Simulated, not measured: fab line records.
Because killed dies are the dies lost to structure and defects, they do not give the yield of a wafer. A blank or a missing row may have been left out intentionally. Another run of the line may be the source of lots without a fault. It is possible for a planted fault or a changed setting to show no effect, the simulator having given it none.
Matching of chambers -- flow sfq-line -- SFQ_TRILAYER_I7_CMP_CMP_184 on cmp-02: 4 sister chambers
The step polishes SiO2. 8 wafers are shown with their chamber, then 9 later ones without.

EACH WAFER AND ITS CHAMBER
wafer,chamber,motor-current-A (A),time-to-endpoint-s (s)
L135.4,2,9.5,221
L136.5,1,9.2,211
L143.1,3,10.0,208
L146.5,0,10.4,220
L146.6,3,10.0,216
L147.1,2,9.8,218
L147.5,0,10.5,228
L147.6,1,9.0,226

WAFERS WITH NO CHAMBER GIVEN
wafer,motor-current-A (A),time-to-endpoint-s (s)
L150.2,9.1,216
L150.4,11.1,216
L150.5,9.0,225
L151.2,9.8,211
L151.1,10.1,221
L151.3,8.9,216
L152.1,8.7,218
L152.4,9.6,228
L152.5,9.3,223

WHICH CHAMBER EACH ONE RAN IN
wafer,from the rows above,in truth
L150.2,1,1
L150.4,0,0
L150.5,1,1
L151.2,can't be placed: 3 or 2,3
L151.1,can't be placed: 3 or 0 or 2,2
L151.3,1,1
L152.1,1,1
L152.4,2,2
L152.5,can't be placed: 1 or 2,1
Placed correctly: 6 of 9. Unplaceable from these rows: 3, with the true chamber sitting among the candidates in 3. Number placed wrongly: 0.
How it was worked out, from the rows above alone: a wafer's distance from a chamber is the root of the sum, over the readings, of the square of ((its reading less the chamber's mean) divided by the reading's scatter). The wafer belongs to the nearest chamber; if the next one is less than 2 further off, it can't be placed. For every chamber, the mean is computed from those of its wafers that are shown. How the scatter is found: for the shown wafers, subtract from each reading the mean of its chamber, square and add these, divide the total by (wafers less chambers), then take the root.
